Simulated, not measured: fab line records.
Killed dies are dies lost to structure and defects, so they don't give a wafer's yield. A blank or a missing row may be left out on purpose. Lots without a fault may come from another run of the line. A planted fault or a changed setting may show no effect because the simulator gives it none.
2 desks, one fault | flow gf180mcu | what lay behind the numbers comes last; until then each desk has only its own

AT THE TOOL OWNER'S DESK: implanter-04
For each lot that ran on this tool, the mean over its sampled wafers that have a number, from the tool's own readings at GF_HV_LDD_IMPLANT_09. The brackets show how far a lot's mean lies from the usual mean; more than 4 standard deviations puts the lot out of limits, marked OUT.
Columns: A = dose ions cm2 at GF_HV_LDD_IMPLANT_09, usual 1.0001e+14
lot  | first seen here | A
L695 | day 10 06:27    | 1.0007e+14
L698 | day 11 04:55    | 1.0010e+14
L703 | day 12 19:06    | 9.7770e+13 (-20) OUT
L704 | day 13 02:41    | 9.7817e+13 (-20) OUT
L705 | day 13 08:06    | 9.7750e+13 (-21) OUT
L714 | day 16 07:15    | 1.0006e+14
L715 | day 16 14:44    | 9.9947e+13
L717 | day 17 05:01    | 1.0002e+14
This desk finds L703, L704, L705 out of limits, L703 being first, at day 12 19:06 (dose ions cm2 at GF_HV_LDD_IMPLANT_09). Within limits: L695, L698, L714, L715, L717.

METROLOGY DESK
Means of the sampled wafers that have a number, per lot and without regard to the tool the lot ran on: this is what the gauges read. The brackets show how far a lot's mean lies from the usual mean; more than 4 standard deviations puts the lot out of limits, marked OUT.
Columns: A = cd nm at GF_STI_CD_MEAS_12, usual 220.1 nm; B = HV_LDD_RS at GF_HV_LDD_RS_MEAS_53, usual 418.6 ohm/sq; C = SALICIDE_TIN_RS at GF_SALICIDE_RS_MEAS_04, usual 16.3 ohm/sq
lot  | first seen here | A     | B                | C
L695 | day 2 07:16     | 220.2 | 419.7            | 16.4
L698 | day 2 21:43     | 220.2 | 419.4            | 16.3
L702 | day 3 18:31     | 218.8 | 418.9            | 16.2
L703 | day 3 23:40     | 219.0 | 422.9 (+4.5) OUT | 16.3
L704 | day 4 05:16     | 221.1 | 421.4            | 16.6
L705 | day 4 10:02     | 219.1 | 422.4            | 16.3
L708 | day 5 01:37     | 219.3 | 417.9            | 16.2
L710 | day 5 11:35     | 219.9 | 417.9            | 16.1
L712 | day 5 23:34     | 219.5 | 418.7            | 16.2
L713 | day 6 02:54     | 220.3 | 419.5            | 16.8
L714 | day 6 08:20     | 220.7 | 418.6            | 15.8
L715 | day 6 13:26     | 219.4 | 419.3            | 15.9
L716 | day 6 18:37     | 219.9 | 417.5            | 16.0
L717 | day 7 01:05     | 221.8 | 418.2            | 16.3
Finding of this desk: L703 out of limits, first seen on L703 at day 15 09:35 (HV_LDD_RS at GF_HV_LDD_RS_MEAS_53). Within limits: L695, L698, L702, L704, L705, L708, L710, L712, L713, L714, L715, L716, L717.

TAKEN TOGETHER
On L703, L704, L705, at day 12 19:06, an alarm was possible from the tool owner's desk.
The metrology desk could have raised an alarm at day 15 09:35, on L703.
The metrology desk holds a record of L704, L705, inside its limits.
GF_HV_LDD_IMPLANT_09 was run on implanter-04 by each of the lots named.

WHAT WAS PUT IN BY THE SIMULATOR
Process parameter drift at GF_HV_LDD_IMPLANT_09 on implanter-04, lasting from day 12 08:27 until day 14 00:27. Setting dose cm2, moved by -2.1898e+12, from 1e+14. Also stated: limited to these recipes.
Shown lots that were struck: L703, L704, L705.
Hours from the fault's start to each desk's first reading out of limits: the tool owner's desk, 11; the metrology desk, 73.
